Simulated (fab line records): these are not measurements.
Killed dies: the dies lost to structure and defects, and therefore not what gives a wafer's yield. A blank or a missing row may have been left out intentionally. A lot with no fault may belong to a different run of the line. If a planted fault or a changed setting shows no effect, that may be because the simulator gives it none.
Which tool did it? + flow sky130 + 14 lots, 42 wafers sampled, at 4 steps of a route of 708

## WHAT THE GAUGES READ, wafer by wafer
SKY_LI_CONTACT_THK_MEAS_23: measures by xrf. Usual: for LI_CONTACT_W_THK the level is 409 nm and the standard deviation is 7.5.
| lot  | measured     | on            | LI_CONTACT_W_THK (nm) | flag |
|------|--------------|---------------|-----------------------|------|
| L549 | day 29 06:40 | film-metro-02 | 417 408 420           |      |
| L550 | day 29 18:47 | film-metro-03 | 399 407 397           |      |
| L551 | day 29 23:17 | film-metro-02 | 419 424 416           |      |
| L553 | day 30 04:28 | film-metro-03 | 397 403 403           |      |
| L555 | day 31 00:11 | film-metro-02 | 422 416 414           |      |
| L557 | day 31 16:08 | film-metro-04 | 402 411 400           |      |
| L556 | day 31 15:23 | film-metro-03 | 405 404 396           |      |
| L558 | day 31 23:46 | film-metro-04 | 404 410 401           |      |
| L560 | day 33 08:26 | film-metro-04 | 414 409 417           |      |
| L563 | day 33 17:27 | film-metro-02 | 407 414 408           |      |
| L564 | day 33 23:13 | film-metro-03 | 400 399 404           |      |
| L565 | day 34 11:12 | film-metro-03 | 404 412 410           |      |
| L570 | day 35 20:10 | film-metro-03 | 408 397 405           |      |
| L572 | day 36 17:59 | film-metro-04 | 417 414 416           |      |

SKY_VIA2_CD_MEAS_12: target cd 200 nm. Usual: 200.1 nm for cd-nm, sd 1.4.
| lot  | measured     | on        | cd-nm (nm)        | flag |
|------|--------------|-----------|-------------------|------|
| L549 | day 36 03:55 | cd-sem-02 | 201.3 201.9 201.9 |      |
| L550 | day 36 19:07 | cd-sem-01 | 201.2 199.4 200.3 |      |
| L551 | day 36 23:08 | cd-sem-02 | 201.2 202.4 201.4 |      |
| L553 | day 37 04:04 | cd-sem-01 | 199.4 198.3 198.8 |      |
| L555 | day 38 01:00 | cd-sem-01 | 200.9 200.8 200.9 |      |
| L557 | day 38 17:22 | cd-sem-02 | 199.1 199.5 198.8 |      |
| L556 | day 38 14:52 | cd-sem-01 | 201.4 201.3 201.0 |      |
| L558 | day 39 00:05 | cd-sem-02 | 199.6 199.0 198.2 |      |
| L560 | day 40 07:47 | cd-sem-02 | 198.4 199.6 199.4 |      |
| L563 | day 40 16:40 | cd-sem-01 | 199.8 199.3 197.4 |      |
| L564 | day 40 20:40 | cd-sem-02 | 198.7 200.3 200.7 |      |
| L565 | day 41 06:38 | cd-sem-02 | 199.0 198.4 200.0 |      |
| L570 | day 42 14:20 | cd-sem-01 | 199.8 200.3 200.7 |      |
| L572 | day 43 07:56 | cd-sem-01 | 201.9 202.5 203.2 |      |

## WHICH TOOL RAN EACH LOT (tool, then ch and the chambers of the sampled wafers, then the start)
| lot  | SKY_LDD_LDN_IMPLANT_11          | SKY_METAL2_SPUTTER_03        |
|------|---------------------------------|------------------------------|
| L549 | implanter-02 ch 0, day 23 00:29 | pvd-sputter-02, day 33 20:01 |
| L550 | implanter-03 ch 0, day 23 14:10 | pvd-sputter-03, day 34 12:14 |
| L551 | implanter-04 ch 0, day 23 15:26 | pvd-sputter-03, day 34 15:58 |
| L553 | implanter-02 ch 0, day 24 02:52 | pvd-sputter-03, day 34 20:47 |
| L555 | implanter-02 ch 0, day 25 00:38 | pvd-sputter-02, day 35 17:13 |
| L557 | implanter-04 ch 0, day 25 15:04 | pvd-sputter-02, day 36 09:45 |
| L556 | implanter-04 ch 0, day 25 16:10 | pvd-sputter-03, day 36 07:46 |
| L558 | implanter-03 ch 0, day 26 03:08 | pvd-sputter-04, day 36 17:06 |
| L560 | implanter-03 ch 0, day 27 12:39 | pvd-sputter-04, day 38 02:00 |
| L563 | implanter-03 ch 0, day 28 00:26 | pvd-sputter-02, day 38 11:44 |
| L564 | implanter-02 ch 0, day 28 07:06 | pvd-sputter-03, day 38 17:06 |
| L565 | implanter-03 ch 0, day 28 18:51 | pvd-sputter-02, day 39 04:51 |
| L570 | implanter-04 ch 0, day 30 03:59 | pvd-sputter-04, day 40 13:11 |
| L572 | implanter-02 ch 0, day 30 22:46 | pvd-sputter-03, day 41 07:33 |
- SKY_LDD_LDN_IMPLANT_11
- SKY_METAL2_SPUTTER_03: material Ti, target thk 5 nm, time 3.3 s.

## WHAT THE TOOLS THEMSELVES READ (means of the sampled wafers that have a number; where no wafer has one, the mark that the record gives instead)
SKY_LDD_LDN_IMPLANT_11. Usual: 14.998 for beam-energy-keV, sd 0.0042.
| lot  | tool         | beam-energy-keV | flag |
|------|--------------|-----------------|------|
| L549 | implanter-02 | 14.994          |      |
| L550 | implanter-03 | 14.999          |      |
| L551 | implanter-04 | 14.995          |      |
| L553 | implanter-02 | 14.998          |      |
| L555 | implanter-02 | 15.003          |      |
| L557 | implanter-04 | 14.995          |      |
| L556 | implanter-04 | 14.997          |      |
| L558 | implanter-03 | 14.992          |      |
| L560 | implanter-03 | 14.996          |      |
| L563 | implanter-03 | 16.491          | OFF  |
| L564 | implanter-02 | 15.000          |      |
| L565 | implanter-03 | 16.490          | OFF  |
| L570 | implanter-04 | 14.996          |      |
| L572 | implanter-02 | 15.002          |      |

SKY_METAL2_SPUTTER_03. Usual: 29.5 % for throttle-valve-pct, sd 0.93.
| lot  | tool           | throttle-valve-pct (%) | flag |
|------|----------------|------------------------|------|
| L549 | pvd-sputter-02 | 31.0                   |      |
| L550 | pvd-sputter-03 | 28.9                   |      |
| L551 | pvd-sputter-03 | 28.8                   |      |
| L553 | pvd-sputter-03 | 28.8                   |      |
| L555 | pvd-sputter-02 | 31.1                   |      |
| L557 | pvd-sputter-02 | 30.8                   |      |
| L556 | pvd-sputter-03 | 28.7                   |      |
| L558 | pvd-sputter-04 | 29.2                   |      |
| L560 | pvd-sputter-04 | 29.5                   |      |
| L563 | pvd-sputter-02 | 31.0                   |      |
| L564 | pvd-sputter-03 | 28.7                   |      |
| L565 | pvd-sputter-02 | 30.8                   |      |
| L570 | pvd-sputter-04 | 29.3                   |      |
| L572 | pvd-sputter-03 | 28.8                   |      |

## THE ANSWER, worked out from the rows above alone
Rule: a lot is off if the mean of its wafers that have a number lies more than 3 standard deviations from the usual mean. Also off: a lot with no number at a reading for which 4 or more lots have one. Where the step has rows for the other lots, those lots are counted as sound. After the gauges, taken in route order, come the tools' own readings; for these a lot's mean is taken, as printed above. The first step at which some lot is off is used, and at that step the reading that is off furthest; a lot without a number counts as furthest.
Off, at SKY_LDD_LDN_IMPLANT_11 on beam-energy-keV: L563, L565.
A tool fits if, at that step or a process step before it, it ran every lot that is off, and no sound lot after the first of them. One fits: implanter-03 at SKY_LDD_LDN_IMPLANT_11. Its last sound lot is L560 (day 27 12:39), its first lot that is off L563 (day 28 00:26): a fault that began between those two fits.
On the lots that are off, the tool's own readings at SKY_LDD_LDN_IMPLANT_11 differ by more than 5 times the standard deviation of the sound lots' means, which bears it out; beam-energy-keV reads 16.490 there versus 14.997 on the sound lots.

## WHAT THE SIMULATOR HAD PUT IN
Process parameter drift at SKY_LDD_LDN_IMPLANT_11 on implanter-03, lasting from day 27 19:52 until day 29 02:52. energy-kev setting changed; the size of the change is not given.
Lots struck among those shown: L563, L565. The same result came from the rule above.
